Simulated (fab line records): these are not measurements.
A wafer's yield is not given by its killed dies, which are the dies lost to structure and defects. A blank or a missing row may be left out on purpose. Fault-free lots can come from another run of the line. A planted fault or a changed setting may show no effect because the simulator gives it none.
Matching of chambers ; flow gf180mcu ; GF_CONTACT_CMP_27 on cmp-02: 4 sister chambers
The step polishes, stops on SiO2, t overpolish 15 s, target thk 0 nm. 4 wafers are shown with their chamber, then 7 later ones without.

## EACH WAFER AND ITS CHAMBER
wafer;chamber;time to endpoint s (s)
L245.2;0;65
L245.6;2;69
L247.2;3;81
L247.5;1;74

## WAFERS WITH NO CHAMBER GIVEN
wafer;time to endpoint s (s)
L247.6;73
L252.2;77
L252.4;68
L252.5;75
L253.1;72
L253.4;73
L253.5;71

## CHAMBER TAKEN BY EACH
wafer;from the rows above;in truth
L247.6;can't be placed: 1 or 2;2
L252.2;can't be placed: 1 or 3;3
L252.4;can't be placed: 2 or 0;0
L252.5;1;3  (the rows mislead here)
L253.1;can't be placed: 1 or 2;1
L253.4;can't be placed: 1 or 2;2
L253.5;can't be placed: 2 or 1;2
Placed correctly: 0 of 7. Cannot be placed on the basis of these rows: 6; the candidates contain the true chamber in 6. Wrongly placed: 1.
How it was worked out, from the rows above alone: a wafer's distance from a chamber is the root of the sum, over the readings, of the square of ((its reading less the chamber's mean) divided by the reading's scatter). The wafer belongs to the nearest chamber; if the next one is less than 2 further off, it can't be placed. The mean given for a chamber averages the wafers shown for that chamber. The scatter (one wafer shown for each chamber): square how far every hidden wafer sits from the nearest shown wafer, average those squares and take the square root.
